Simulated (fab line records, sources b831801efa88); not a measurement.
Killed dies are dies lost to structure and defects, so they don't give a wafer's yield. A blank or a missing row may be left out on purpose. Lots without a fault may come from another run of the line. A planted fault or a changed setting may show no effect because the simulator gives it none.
fab line records | flow gf180mcu
record lots=5 wafers=15 last_day=34
route steps=602 shown M3@419 V3@429 M4@456
lots that met no fault: from a run of the same line without faults
start_h: hours from the record's first day to the start of the lot's first wafer shown | wait_h: hours since the lot's step before | " the same as in the row above | L1.1+2: a row that stands for several wafers | - no value, or no start given | * or withheld: withheld | < > ~ a bound
route shown NAME@n: a module of which the file shows steps, and the number in the route of the first | usual: mean/standard deviation of fault-free wafers | same: alike in all rows | chamber/n: place in a boat | sites: the reading at each site | _std_site: their standard deviation | _edge_site: outer sites' mean less inner sites' | radius_mm: how far each site lies from the wafer's centre | mask NAME#n: copy n | behind: the tool/chamber that last shaped the wafer | hold: why the lot was held/for how many hours/how that ended | device: the transistor (n, p or np) that didn't switch | end of line: the same wafers' tests at the end of the route | a step without rows: its recipe alone | killed: dies lost to structure and defects at the first sort, not the wafer's yield | map: a wafer's dies, x killed, . not, _ none there
set.NAME: the setting as run; set.NAME@STEP: as run at that earlier step | model.NAME: the simulator's own value behind a step, which no gauge read
lots at some steps of the route; a table a step, a row a wafer
services: from which hour (start_h, from the record's first day; less than 0 if before it) a tool's chamber was out of use, for how many hours, and why
## steps
# step GF_M3_SOFTBAKE_10
# recipe temp_c=130 time_s=60 resist=KrF
# columns lot.wafer tool chamber start_h wait_h
L075.1+2+5 litho_track-01 0 491.45 0.1
L079.1+2+4 litho_track-03 0 529.54 0.1
L088.2+3+5 litho_track-03 0 602.21 0.1
L093.1+2+5 litho_track-04 0 637.24 0.1
L094.1+4+6 litho_track-04 0 641.94 0.1
# step GF_M3_EXPOSE_11
# recipe mask_id=Metal3 target_cd_nm=280 na=0.68 source_shape=conventional sigma_outer=0.6 dose_mj=28
# usual stage_vel_mm_s=499.98/0.29
# columns lot.wafer tool chamber start_h wait_h mask stage_vel_mm_s
L075.1 krf_scanner-01 0 - - Metal3#0 499.75
L075.2 " 0 " " Metal3#0 500.15
L075.5 " 0 " " Metal3#0 499.94
L079.1 krf_scanner-02 0 - - Metal3#0 499.93
L079.2 " 0 " " Metal3#0 499.85
L079.4 " 0 " " Metal3#0 499.89
L088.2 krf_scanner-01 0 - - Metal3#0 500.17
L088.3 " 0 " " Metal3#0 499.87
L088.5 " 0 " " Metal3#0 499.92
L093.1 krf_scanner-01 0 - - Metal3#0 499.61
L093.2 " 0 " " Metal3#0 499.81
L093.5 " 0 " " Metal3#0 499.59
L094.1 krf_scanner-01 0 - - Metal3#0 499.95
L094.4 " 0 " " Metal3#0 500.24
L094.6 " 0 " " Metal3#0 499.99
# step GF_M3_PEB_12
# recipe peb_temp_c=135 peb_time_s=90 resist=KrF
# columns lot.wafer tool chamber start_h wait_h
L075.1+2+5 litho_track-04 0 - -
L079.1+2+4 litho_track-01 0 - -
L088.2+3+5 litho_track-03 0 - -
L093.1+2+5 litho_track-03 0 - -
L094.1+4+6 litho_track-04 0 - -
# step GF_M3_DEVELOP_13
# recipe develop_time_s=60 dev_temp_c=21
# columns lot.wafer tool chamber start_h wait_h
L075.1+2+5 litho_track-04 0 503.10 0.2
L079.1+2+4 litho_track-01 0 540.10 0.2
L088.2+3+5 litho_track-03 0 612.71 0.2
L093.1+2+5 litho_track-03 0 647.53 0.2
L094.1+4+6 litho_track-04 0 651.64 0.2
# step GF_M3_CD_MEAS_14
# recipe target_cd_nm=280
# usual cd_nm=280.0/1.2
# columns lot.wafer tool chamber start_h wait_h cd_nm
L075.1 cd_sem-02 - 503.25 0.1 279.4
L075.2 " - " " 279.1
L075.5 " - " " 278.1
L079.1 cd_sem-01 - 540.25 0.1 279.8
L079.2 " - " " 281.1
L079.4 " - " " 280.8
L088.2 cd_sem-01 - 612.85 0.1 280.7
L088.3 " - " " 280.0
L088.5 " - " " 280.1
L093.1 cd_sem-01 - 647.68 0.1 278.6
L093.2 " - " " 279.6
L093.5 " - " " 279.0
L094.1 cd_sem-02 - 651.79 0.1 281.2
L094.4 " - " " 281.4
L094.6 " - " " 280.1
# step GF_M3_OVL_MEAS_15
# usual M3_OVL=-1/5.7
# columns lot.wafer tool chamber start_h wait_h M3_OVL[nm]
L075.1 overlay-01 - 503.37 0.1 -7
L075.2 " - " " -8
L075.5 " - " " -9
L079.1 overlay-01 - 540.37 0.1 -8
L079.2 " - " " -5
L079.4 " - " " -8
L088.2 overlay-02 - 612.96 0.1 0
L088.3 " - " " 5
L088.5 " - " " 6
L093.1 overlay-01 - 647.80 0.1 -2
L093.2 " - " " 11
L093.5 " - " " 6
L094.1 overlay-02 - 651.91 0.1 -10
L094.4 " - " " -14
L094.6 " - " " -11
# step GF_M3_METAL_ETCH_16
# recipe chemistry=Cl2/BCl3 mask_material=KrF target_depth_nm=750.8 stop_on=SiO2 pressure_mtorr=8 icp_w=800 bias_w=140 Cl2_flow_sccm=80 bcl3_flow_sccm=40 time_s=125.1
# usual drypump_motor_current_A=5.9/0.52 oes_product_au=0.990/0.0061 throttle_valve_pct=28.230/0.0097
# columns lot.wafer tool chamber start_h wait_h drypump_motor_current_A oes_product_au rf_hours_counter_h throttle_valve_pct
L075.1 rie_metal-01 0 503.40 0.0 6.0 0.981 13 28.244
L075.2 " 1 " " 6.4 0.991 0 28.216
L075.5 " 1 " " 6.4 0.988 - 28.240
L079.1 rie_metal-01 1 540.41 0.0 6.4 0.990 1 28.245
L079.2 " 1 " " 6.4 0.982 - 28.236
L079.4 " 1 " " 6.4 0.985 - 28.230
L088.2 rie_metal-01 1 612.99 0.0 6.4 0.986 4 28.230
L088.3 " 0 " " 6.0 0.993 - 28.229
L088.5 " 0 " " 6.0 0.985 - 28.227
L093.1 rie_metal-04 0 647.84 0.0 5.1 0.982 3 28.221
L093.2 " 1 " " 6.4 0.993 12 28.227
L093.5 " 1 " " 6.4 0.993 - 28.226
L094.1 rie_metal-04 0 651.95 0.0 5.1 0.982 3 28.213
L094.4 " 1 " " 6.4 1.000 - 28.235
L094.6 " 1 " " 6.4 0.997 - 28.217
# step GF_M3_STRIP_17
# recipe chemistry=O2/N2 power_w=1400 pressure_mtorr=1500 platen_temp_c=250 o2_flow_sccm=3000 n2_flow_sccm=300 overash_fraction=0.5
# usual drypump_motor_current_A=5.6/0.54 heater_power_w=321/11 o2_flow_sccm=3000/9.6 oes_product_au=0.537/0.005 strip_time_to_endpoint_s=7.38/0.057
# columns lot.wafer tool chamber start_h wait_h drypump_motor_current_A heater_power_w o2_flow_sccm oes_product_au rf_hours_counter_h strip_time_to_endpoint_s
L075.1 plasma_asher-04 1 503.53 0.1 4.9 329 3015 0.543 88 7.49
L075.2 " 0 " " 5.7 328 3000 0.542 88 7.41
L075.5 " 0 " " 5.7 330 3009 0.538 - 7.44
L079.1 plasma_asher-01 0 540.67 0.2 5.3 319 2997 0.541 46 7.37
L079.2 " 1 " " 5.3 343 3006 0.538 46 7.34
L079.4 " 0 " " 5.3 313 2993 0.536 - 7.39
L088.2 plasma_asher-04 0 613.12 0.1 5.7 328 2998 0.534 99 7.36
L088.3 " 1 " " 4.9 319 2979 0.545 - 7.39
L088.5 " 1 " " 4.9 311 2988 0.535 - 7.31
L093.1 plasma_asher-02 0 647.97 0.1 6.5 320 2986 0.542 19 7.48
L093.2 " 1 " " 5.5 307 3001 0.534 19 7.37
L093.5 " 0 " " 6.5 311 2989 0.537 - 7.39
L094.1 plasma_asher-02 0 652.08 0.1 6.6 318 2998 0.540 19 7.37
L094.4 " 1 " " 5.5 305 3000 0.534 - 7.31
L094.6 " 0 " " 6.6 313 3004 0.530 - 7.26
# step GF_M3_STRIP_18
# recipe chemistry=post_etch_residue_remover time_s=1200 temp_c=72.5
# columns lot.wafer tool chamber start_h wait_h
L075.1+2+5 wet_bench-04 2 503.69 0.1
L079.1+2+4 wet_bench-04 1 540.77 0.1
L088.2+3+5 wet_bench-04 1 613.22 0.1
L093.1+2+5 wet_bench-04 2 648.07 0.1
L094.1+4+6 wet_bench-04 3 652.18 0.1
# step GF_M3_CLEAN_19
# recipe chemistry=DIW dry=n2_spin
# columns lot.wafer tool chamber start_h wait_h
L075.1+2+5 wet_bench-02 0 504.03 0.0
L079.1+2+4 wet_bench-02 3 541.11 0.0
L088.2+3+5 wet_bench-03 0 613.90 0.0
L093.1+2+5 wet_bench-03 0 648.41 0.0
L094.1+4+6 wet_bench-03 3 652.52 0.0
# step GF_V3_CVD_00
# recipe material=SiO2 target_thk_nm=600 sigma_open_frac=0.3 temp_c=400 time_s=100 sih4_flow_sccm=60 pressure_mtorr=6
# columns lot.wafer tool chamber start_h wait_h
L075.1+2+5 hdpcvd-01 2,0,2 504.12 0.0
L079.1+2+4 hdpcvd-02 1,0,0 541.20 0.0
L088.2+3+5 hdpcvd-01 0,1,2 613.99 0.0
L093.1+2+5 hdpcvd-01 1,0,1 648.50 0.0
L094.1+4+6 hdpcvd-01 1,1,0 652.61 0.0
# step GF_V3_THK_MEAS_01
# recipe reads=SiO2_of_V3_CVD_00
# usual V3_CVD_00_THK=602/5
# columns lot.wafer tool chamber start_h wait_h V3_CVD_00_THK[nm]
L075.1 film_metro-01 - 504.19 0.0 599
L075.2 " - " " 603
L075.5 " - " " 601
L079.1 film_metro-02 - 541.27 0.0 601
L079.2 " - " " 595
L079.4 " - " " 606
L088.2 film_metro-02 - 614.08 0.0 600
L088.3 " - " " 592
L088.5 " - " " 594
L093.1 film_metro-04 - 648.61 0.1 595
L093.2 " - " " 599
L093.5 " - " " 600
L094.1 film_metro-04 - 652.72 0.1 596
L094.4 " - " " 598
L094.6 " - " " 602
# step GF_V3_CVD_02
# recipe material=SiO2 target_thk_nm=850 precursor=TEOS temp_c=400 time_s=94.851 rf_w=600
# usual heater_power_w=660/160
# columns lot.wafer tool chamber start_h wait_h heater_power_w since_wet_clean_h
L075.1 pecvd-01 2 504.25 0.1 606 746
L075.2 " 0 " " 624 746
L075.5 " 0 " " 672 -
L079.1 pecvd-02 0 541.33 0.1 650 575
L079.2 " 1 " " 573 575
L079.4 " 2 " " 1049 -
L088.2 pecvd-02 2 614.13 0.0 1013 648
L088.3 " 1 " " 660 648
L088.5 " 0 " " 573 -
L093.1 pecvd-04 2 648.67 0.1 534 474
L093.2 " 0 " " 472 474
L093.5 " 0 " " 550 -
L094.1 pecvd-04 0 652.78 0.1 500 478
L094.4 " 0 " " 535 -
L094.6 " 0 " " 562 -
# step GF_V3_THK_MEAS_03
# recipe reads=SiO2_of_V3_CVD_02
# usual V3_CVD_02_THK=849/11
# columns lot.wafer tool chamber start_h wait_h V3_CVD_02_THK[nm]
L075.1 film_metro-01 - 504.32 0.0 847
L075.2 " - " " 846
L075.5 " - " " 861
L079.1 film_metro-04 - 541.40 0.0 835
L079.2 " - " " 847
L079.4 " - " " 860
L088.2 film_metro-01 - 614.21 0.0 833
L088.3 " - " " 830
L088.5 " - " " 841
L093.1 film_metro-01 - 648.78 0.1 842
L093.2 " - " " 863
L093.5 " - " " 864
L094.1 film_metro-02 - 652.89 0.1 841
L094.4 " - " " 857
L094.6 " - " " 853
# step GF_V3_CMP_04
# recipe material=SiO2 down_force_psi=4 platen_rpm=60 pad_velocity_m_s=0.94248
# usual motor_current_A=11.7/1.2 time_to_endpoint_s=81/5.7
# columns lot.wafer tool chamber start_h wait_h motor_current_A time_to_endpoint_s
L075.2 cmp-02 1 504.48 0.1 10.0 75
L075.1 " 2 " " 13.4 80
L075.5 " 3 " " 11.9 91
L079.2 cmp-01 3 541.51 0.1 10.1 79
L079.1 " 0 " " 12.7 75
L079.4 " 1 " " 13.2 88
L088.3 cmp-02 1 614.31 0.1 11.0 68
L088.2 " 2 " " 13.2 77
L088.5 " 0 " " 11.8 68
L093.1 cmp-02 1 648.94 0.1 10.4 76
L093.2 " 2 " " 13.7 84
L093.5 " 3 " " 12.2 92
L094.1 cmp-02 2 653.00 0.1 12.7 78
L094.4 " 0 " " 10.9 74
L094.6 " 2 " " 13.5 83
# step GF_V3_BOW_MEAS_05
# recipe mode=bow
# usual V3_BOW=117/8.8
# columns lot.wafer tool chamber start_h wait_h V3_BOW[um]
L075.1 film_metro-01 - 504.68 0.1 113
L075.2 " - " " 105
L075.5 " - " " 114
L079.1 film_metro-04 - 541.76 0.1 115
L079.2 " - " " 120
L079.4 " - " " 122
L088.2 film_metro-02 - 614.58 0.2 124
L088.3 " - " " 108
L088.5 " - " " 113
L093.1 film_metro-04 - 649.14 0.1 108
L093.2 " - " " 112
L093.5 " - " " 109
L094.1 film_metro-02 - 653.25 0.2 99
L094.4 " - " " 116
L094.6 " - " " 121
# step GF_V3_DEHYDRATE_06
# recipe temp_c=200 time_s=60
# columns lot.wafer tool chamber start_h wait_h
L075.1+2+5 litho_track-02 0 515.78 11.1
L079.1+2+4 litho_track-02 0 552.63 10.8
L088.2+3+5 litho_track-04 0 624.37 9.8
L093.1+2+5 litho_track-02 0 657.63 8.5
L094.1+4+6 litho_track-04 0 661.79 8.5
# step GF_V3_HMDS_07
# recipe prime_time_s=60 prime_temp_c=120
# columns lot.wafer tool chamber start_h wait_h
L075.1+2+5 litho_track-02 0 515.93 0.1
L079.1+2+4 litho_track-02 0 552.78 0.1
L088.2+3+5 litho_track-04 0 624.52 0.1
L093.1+2+5 litho_track-02 0 657.78 0.1
L094.1+4+6 litho_track-04 0 661.94 0.1
# step GF_V3_COAT_08
# recipe resist=BARC temp_c=withheld time_s=withheld spin_rpm=withheld resist_thk_nm=withheld
# columns lot.wafer tool chamber start_h wait_h
L075.1+2+5 litho_track-02 0 516.08 0.1
L079.1+2+4 litho_track-02 0 552.93 0.1
L088.2+3+5 litho_track-04 0 624.67 0.1
L093.1+2+5 litho_track-02 0 657.93 0.1
L094.1+4+6 litho_track-04 0 662.09 0.1
# step GF_V3_COAT_09
# recipe resist=KrF spin_rpm=withheld resist_thk_nm=1000
# columns lot.wafer tool chamber start_h wait_h
L075.1+2+5 litho_track-02 0 - -
L079.1+2+4 litho_track-02 0 - -
L088.2+3+5 litho_track-04 0 - -
L093.1+2+5 litho_track-02 0 - -
L094.1+4+6 litho_track-04 0 - -
# step GF_V3_SOFTBAKE_10
# recipe temp_c=130 time_s=60 resist=KrF
# columns lot.wafer tool chamber start_h wait_h
L075.1+2+5 litho_track-02 0 - -
L079.1+2+4 litho_track-02 0 - -
L088.2+3+5 litho_track-04 0 - -
L093.1+2+5 litho_track-02 0 - -
L094.1+4+6 litho_track-04 0 - -
# step GF_V3_EXPOSE_11
# recipe mask_id=Via3 target_cd_nm=260 na=0.68 source_shape=conventional sigma_outer=0.6 dose_mj=38
# usual stage_vel_mm_s=499.95/0.26
# columns lot.wafer tool chamber start_h wait_h mask stage_vel_mm_s
L075.1 krf_scanner-02 0 - - Via3#0 499.69
L075.2 " 0 " " Via3#0 500.21
L075.5 " 0 " " Via3#0 499.79
L079.1 krf_scanner-01 0 - - Via3#0 499.16
L079.2 " 0 " " Via3#0 499.99
L079.4 " 0 " " Via3#0 499.65
L088.2 krf_scanner-02 0 - - Via3#0 499.76
L088.3 " 0 " " Via3#0 499.76
L088.5 " 0 " " Via3#0 499.63
L093.1 krf_scanner-01 0 - - Via3#0 499.80
L093.2 " 0 " " Via3#0 499.88
L093.5 " 0 " " Via3#0 499.90
L094.1 krf_scanner-02 0 - - Via3#0 499.97
L094.4 " 0 " " Via3#0 500.43
L094.6 " 0 " " Via3#0 500.05
# step GF_V3_PEB_12
# recipe peb_temp_c=135 peb_time_s=90 resist=KrF
# columns lot.wafer tool chamber start_h wait_h
L075.1+2+5 litho_track-04 0 - -
L079.1+2+4 litho_track-04 0 - -
L088.2+3+5 litho_track-03 0 - -
L093.1+2+5 litho_track-04 0 - -
L094.1+4+6 litho_track-03 0 - -
# step GF_V3_DEVELOP_13
# recipe develop_time_s=60 resist=KrF dev_temp_c=21
# columns lot.wafer tool chamber start_h wait_h
L075.1+2+5 litho_track-04 0 528.55 0.2
L079.1+2+4 litho_track-04 0 563.85 0.2
L088.2+3+5 litho_track-03 0 634.96 0.2
L093.1+2+5 litho_track-04 0 667.79 0.2
L094.1+4+6 litho_track-03 0 671.88 0.2
# step GF_V3_CD_MEAS_14
# recipe target_cd_nm=260
# usual cd_nm=260.0/1.3
# columns lot.wafer tool chamber start_h wait_h cd_nm
L075.1 cd_sem-01 - 528.70 0.1 260.8
L075.2 " - " " 261.5
L075.5 " - " " 261.3
L079.1 cd_sem-02 - 564.00 0.1 259.6
L079.2 " - " " 260.9
L079.4 " - " " 260.3
L088.2 cd_sem-01 - 635.10 0.1 259.6
L088.3 " - " " 259.4
L088.5 " - " " 260.2
L093.1 cd_sem-01 - 667.94 0.1 260.4
L093.2 " - " " 260.4
L093.5 " - " " 260.7
L094.1 cd_sem-01 - 672.11 0.2 258.6
L094.4 " - " " 260.0
L094.6 " - " " 260.4
# step GF_V3_OVL_MEAS_15
# usual V3_OVL=1/6
# columns lot.wafer tool chamber start_h wait_h V3_OVL[nm]
L075.1 overlay-01 - 528.82 0.1 -2
L075.2 " - " " 1
L075.5 " - " " 0
L079.1 overlay-02 - 564.12 0.1 -1
L079.2 " - " " -3
L079.4 " - " " -10
L088.2 overlay-02 - 635.21 0.1 3
L088.3 " - " " 7
L088.5 " - " " 8
L093.1 overlay-01 - 668.06 0.1 1
L093.2 " - " " 2
L093.5 " - " " -1
L094.1 overlay-02 - 672.23 0.1 3
L094.4 " - " " 11
L094.6 " - " " 5
# step GF_V3_ETCH_16
# recipe chemistry=N2/H2 target_depth_a=withheld overetch_a=withheld time_s=withheld target=BARC ion_energy_ev=200 source_w=500 bias_w=100 pressure_mtorr=30 n2_flow_sccm=100 h2_flow_sccm=200
# usual drypump_motor_current_A=5.7/0.32 h2_flow_sccm=200.0/0.62 oes_product_au=0.854/0.0048 throttle_valve_pct=13.224/0.0086
# columns lot.wafer tool chamber start_h wait_h drypump_motor_current_A h2_flow_sccm oes_product_au throttle_valve_pct
L075.1 rie_diel-03 2 528.85 0.0 5.9 199.8 0.855 13.214
L075.2 " 3 " " 5.9 199.8 0.856 13.235
L075.5 " 0 " " 5.5 200.6 0.858 13.238
L079.1 rie_diel-01 0 564.15 0.0 6.5 200.2 0.855 13.202
L079.2 " 3 " " 5.7 200.4 0.857 13.208
L079.4 " 3 " " 5.6 200.5 0.846 13.218
L088.2 rie_diel-03 0 635.24 0.0 5.5 200.1 0.856 13.235
L088.3 " 3 " " 5.9 200.8 0.852 13.225
L088.5 " 1 " " 5.7 199.2 0.855 13.227
L093.1 rie_diel-01 2 668.10 0.0 6.0 199.4 0.848 13.214
L093.2 " 0 " " 6.5 199.6 0.855 13.216
L093.5 " 3 " " 5.7 199.8 0.850 13.211
L094.1 rie_diel-02 2 672.27 0.0 6.0 199.0 0.865 13.228
L094.4 " 0 " " 5.1 199.9 0.859 13.224
L094.6 " 1 " " 5.6 199.0 0.847 13.232
# step GF_V3_ETCH_17
# recipe chemistry=C4F8/O2/Ar mask_material=KrF target=SiO2 stop_on=TiN source_w=1500 bias_w=1200 pressure_mtorr=40 c4f8_flow_sccm=withheld O2_flow_sccm=6 Ar_flow_sccm=300 time_s=withheld target_depth_a=6350
# usual oes_product_au=0.855/0.0045
# columns lot.wafer tool chamber start_h wait_h oes_product_au
L075.1 rie_diel-03 2 - - 0.849
L075.2 " 3 " " 0.862
L075.5 " 0 " " 0.855
L079.1 rie_diel-01 0 - - 0.853
L079.2 " 3 " " 0.858
L079.4 " 3 " " 0.853
L088.2 rie_diel-03 0 - - 0.857
L088.3 " 3 " " 0.853
L088.5 " 1 " " 0.853
L093.1 rie_diel-01 2 - - 0.864
L093.2 " 0 " " 0.863
L093.5 " 3 " " 0.852
L094.1 rie_diel-02 2 - - 0.859
L094.4 " 0 " " 0.851
L094.6 " 1 " " 0.858
# step GF_V3_STRIP_18
# recipe chemistry=O2/N2 power_w=1400 pressure_mtorr=1500 platen_temp_c=250 o2_flow_sccm=3000 n2_flow_sccm=300 overash_fraction=0.5
# usual drypump_motor_current_A=5.9/0.58 heater_power_w=325/12 o2_flow_sccm=2998/8.6 oes_product_au=0.592/0.005
# columns lot.wafer tool chamber start_h wait_h drypump_motor_current_A heater_power_w o2_flow_sccm oes_product_au rf_hours_counter_h
L075.1 plasma_asher-04 1 528.98 - 4.9 320 2997 0.594 91
L075.2 " 0 " " 5.7 331 2992 0.591 91
L075.5 " 1 " " 4.9 330 3001 0.595 -
L079.1 plasma_asher-03 1 564.28 - 6.6 338 2992 0.584 78
L079.2 " 0 " " 5.5 342 2999 0.595 78
L079.4 " 0 " " 5.5 337 3009 0.584 -
L088.2 plasma_asher-02 1 635.37 - 5.5 312 3012 0.600 17
L088.3 " 0 " " 6.6 315 2999 0.587 -
L088.5 " 1 " " 5.5 311 3003 0.586 -
L093.1 plasma_asher-02 1 668.23 - 5.5 300 2994 0.593 21
L093.2 " 0 " " 6.5 320 2993 0.590 21
L093.5 " 0 " " 6.5 318 2994 0.585 -
L094.1 plasma_asher-04 0 672.40 - 5.7 334 2995 0.589 106
L094.4 " 0 " " 5.7 331 2981 0.593 -
L094.6 " 0 " " 5.7 324 3005 0.591 -
# step GF_V3_STRIP_19
# recipe chemistry=post_etch_residue_remover time_s=1200 temp_c=72.5
# columns lot.wafer tool chamber start_h wait_h
L075.1+2+5 wet_bench-03 2 529.08 0.1
L079.1+2+4 wet_bench-01 2 564.38 0.1
L088.2+3+5 wet_bench-03 0 635.47 0.1
L093.1+2+5 wet_bench-03 2 668.33 0.1
L094.1+4+6 wet_bench-03 3 672.50 0.1
# step GF_V3_CLEAN_20
# recipe chemistry=DIW dry=n2_spin
# columns lot.wafer tool chamber start_h wait_h
L075.1+2+5 wet_bench-01 0 529.42 0.0
L079.1+2+4 wet_bench-03 0 564.75 0.0
L088.2+3+5 wet_bench-04 3 635.81 0.0
L093.1+2+5 wet_bench-01 0 668.67 0.0
L094.1+4+6 wet_bench-03 3 672.84 0.0
# step GF_V3_SPUTTER_21
# recipe material=Ti target_thk_nm=15 chamber_pressure_pa=5 power_w=2500 substrate_temp_c=200 time_s=80.02
# usual substrate_temp_c=200.00/0.17 throttle_valve_pct=30.0/1.1
# columns lot.wafer tool chamber start_h wait_h substrate_temp_c throttle_valve_pct
L075.1 pvd_sputter-04 - 529.51 0.0 199.84 28.3
L075.2 " - " " 199.88 29.7
L075.5 " - " " 200.11 28.8
L079.1 pvd_sputter-02 - 564.85 0.0 200.10 30.3
L079.2 " - " " 200.08 31.7
L079.4 " - " " 200.11 28.8
L088.2 pvd_sputter-02 - 635.90 0.0 199.69 31.1
L088.3 " - " " 199.92 31.6
L088.5 " - " " 199.97 30.1
L093.1 pvd_sputter-04 - 668.76 0.0 200.18 28.8
L093.2 " - " " 199.94 29.7
L093.5 " - " " 200.14 28.6
L094.1 pvd_sputter-04 - 672.93 0.0 199.93 28.5
L094.4 " - " " 200.18 29.7
L094.6 " - " " 199.97 30.2
# step GF_V3_SPUTTER_22
# recipe material=TiN target_thk_nm=10 chamber_pressure_pa=5 power_w=4000 time_s=40
# usual throttle_valve_pct=30.0/1.1
# columns lot.wafer tool chamber start_h wait_h throttle_valve_pct
L075.1 pvd_sputter-04 - 529.58 0.0 28.3
L075.2 " - " " 29.8
L075.5 " - " " 28.8
L079.1 pvd_sputter-02 - 564.91 0.0 30.3
L079.2 " - " " 31.8
L079.4 " - " " 29.2
L088.2 pvd_sputter-02 - 635.96 0.0 31.3
L088.3 " - " " 31.8
L088.5 " - " " 30.2
L093.1 pvd_sputter-04 - 668.82 0.0 28.8
L093.2 " - " " 30.1
L093.5 " - " " 29.0
L094.1 pvd_sputter-04 - 672.99 0.0 28.4
L094.4 " - " " 29.8
L094.6 " - " " 30.0
# step GF_V3_CVD_23
# recipe material=W target_thk_nm=350 time_s=104.9 temp_c=400 pressure_torr=40
# usual heater_power_w=871/27
# columns lot.wafer tool chamber start_h wait_h heater_power_w since_wet_clean_h
L075.1 cvd_w-02 0 529.61 0.0 832 626
L075.2 " 1 " " 899 626
L075.5 " 0 " " 846 -
L079.1 cvd_w-02 0 564.95 0.0 839 661
L079.2 " 1 " " 925 661
L079.4 " 1 " " 905 -
L088.2 cvd_w-01 1 636.00 0.0 885 232
L088.3 " 1 " " 853 -
L088.5 " 1 " " 867 -
L093.1 cvd_w-01 1 668.86 0.0 879 265
L093.2 " 0 " " 866 265
L093.5 " 0 " " 868 -
L094.1 cvd_w-01 1 673.03 0.0 859 269
L094.4 " 0 " " 871 -
L094.6 " 0 " " 877 -
# step GF_V3_RS_MEAS_24
# recipe thk_meas_gauge=four-point-probe reads=W_of_V3_CVD_23+TiN_of_V3_SPUTTER_22+Ti_of_V3_SPUTTER_21
# usual V3_W_RS=0.330/0.0042
# columns lot.wafer tool chamber start_h wait_h V3_W_RS[ohm/sq]
L075.1 film_metro-04 - 529.73 0.1 0.327
L075.2 " - " " 0.326
L075.5 " - " " 0.331
L079.1 film_metro-04 - 565.07 0.1 0.330
L079.2 " - " " 0.332
L079.4 " - " " 0.333
L088.2 film_metro-02 - 636.13 0.1 0.327
L088.3 " - " " 0.330
L088.5 " - " " 0.328
L093.1 film_metro-04 - 668.97 0.1 0.325
L093.2 " - " " 0.334
L093.5 " - " " 0.331
L094.1 film_metro-01 - 673.14 0.1 0.325
L094.4 " - " " 0.328
L094.6 " - " " 0.326
# step GF_V3_THK_MEAS_25
# recipe thk_meas_gauge=xrf reads=W_of_V3_CVD_23
# usual V3_W_THK=342/5.1
# columns lot.wafer tool chamber start_h wait_h V3_W_THK[nm]
L075.1 film_metro-04 - 529.85 0.1 348
L075.2 " - " " 351
L075.5 " - " " 348
L079.1 film_metro-04 - 565.19 0.1 344
L079.2 " - " " 340
L079.4 " - " " 340
L088.2 film_metro-02 - 636.24 0.1 344
L088.3 " - " " 340
L088.5 " - " " 343
L093.1 film_metro-04 - 669.09 0.1 349
L093.2 " - " " 342
L093.5 " - " " 343
L094.1 film_metro-01 - 673.26 0.1 346
L094.4 " - " " 339
L094.6 " - " " 343
# step GF_V3_CMP_26
# recipe stop_on=SiO2 down_force_psi=3.5 platen_rpm=60 t_overpolish_s=15 target_thk_nm=0 pad_velocity_m_s=0.94248
# usual motor_current_A=10.8/1.1 overpolish_run_s=15.001/0.0089 time_to_endpoint_s=85/4.8
# columns lot.wafer tool chamber start_h wait_h motor_current_A overpolish_run_s time_to_endpoint_s
L075.1 cmp-02 2 529.96 0.1 12.0 14.996 90
L075.2 " 3 " " 10.8 15.015 94
L075.5 " 1 " " 8.7 15.017 86
L079.1 cmp-02 0 565.25 0.1 10.4 15.008 80
L079.2 " 2 " " 11.5 15.002 89
L079.4 " 3 " " 11.0 15.005 90
L088.2 cmp-02 1 636.29 0.0 8.8 14.991 85
L088.3 " 3 " " 10.4 15.007 94
L088.5 " 1 " " 9.4 14.978 88
L093.1 cmp-02 1 669.15 0.1 9.3 14.994 82
L093.2 " 3 " " 10.7 15.016 92
L093.5 " 2 " " 11.7 14.992 87
L094.4 cmp-01 0 673.32 0.0 11.1 14.997 81
L094.1 " 3 " " 9.4 15.005 85
L094.6 " 1 " " 12.7 15.002 86
# step GF_M4_SPUTTER_00
# recipe material=Ti target_thk_nm=37.5 arriving_ion_energy_ev=80 substrate_temp_c=200 chamber_pressure_pa=2 power_w=4000 time_s=150
# usual substrate_temp_c=199.98/0.17 throttle_valve_pct=30.3/1.1
# columns lot.wafer tool chamber start_h wait_h substrate_temp_c throttle_valve_pct
L075.1 pvd_sputter-02 - 530.21 0.2 200.11 31.5
L075.2 " - " " 199.88 30.2
L075.5 " - " " 200.13 30.2
L079.1 pvd_sputter-01 - 565.55 0.2 200.15 30.9
L079.2 " - " " 199.89 30.6
L079.4 " - " " 200.39 27.8
L088.2 pvd_sputter-03 - 636.59 0.2 199.94 29.4
L088.3 " - " " 199.94 30.8
L088.5 " - " " 200.09 30.2
L093.1 pvd_sputter-02 - 669.45 0.2 199.80 31.6
L093.2 " - " " 200.12 30.3
L093.5 " - " " 199.96 30.3
L094.1 pvd_sputter-03 - 673.62 0.1 199.70 30.6
L094.4 " - " " 200.06 30.3
L094.6 " - " " 200.14 30.5
# step GF_M4_SPUTTER_01
# recipe material=TiN target_thk_nm=30 power_w=6500 time_s=25 chamber_pressure_pa=0.4
# usual throttle_valve_pct=30.3/1.1
# columns lot.wafer tool chamber start_h wait_h throttle_valve_pct
L075.1 pvd_sputter-02 - 530.31 0.1 31.2
L075.2 " - " " 30.2
L075.5 " - " " 30.6
L079.1 pvd_sputter-01 - 565.65 0.1 31.0
L079.2 " - " " 30.9
L079.4 " - " " 28.0
L088.2 pvd_sputter-03 - 636.69 0.1 29.2
L088.3 " - " " 30.9
L088.5 " - " " 30.3
L093.1 pvd_sputter-02 - 669.55 0.1 31.6
L093.2 " - " " 30.4
L093.5 " - " " 30.3
L094.1 pvd_sputter-03 - 673.72 0.1 30.9
L094.4 " - " " 30.4
L094.6 " - " " 29.9
## services
# columns tool chamber start_h hours kind
pvd_sputter-02 - 469.09 4.3 repair
krf_scanner-02 - 470.83 0.8 pm
krf_scanner-02 - 471.60 0.5 repair
rie_diel-03 2 472.76 8.9 repair
rie_diel-01 2 479.60 22.2 repair
krf_scanner-02 - 484.12 1.0 pm
plasma_asher-02 - 489.01 2.0 repair
pvd_sputter-04 - 504.29 16.0 repair
krf_scanner-01 - 506.46 1.3 pm
pvd_sputter-02 - 507.41 1.7 repair
krf_scanner-01 - 519.57 0.8 pm
cmp-02 - 530.30 14.0 pm
krf_scanner-01 - 554.93 1.1 repair
krf_scanner-01 - 555.27 0.7 repair
pvd_sputter-02 - 555.71 0.6 repair
cmp-02 - 557.69 6.6 pm
cmp-02 - 564.62 0.3 repair
cmp-02 - 572.22 4.0 pm
cmp-02 - 573.43 4.2 repair
cmp-02 - 584.12 2.1 repair
pvd_sputter-04 - 585.82 1.3 repair
krf_scanner-01 - 614.87 1.0 pm
wet_bench-04 - 662.02 5.0 repair
krf_scanner-01 - 673.47 3.6 pm
## key
fault none
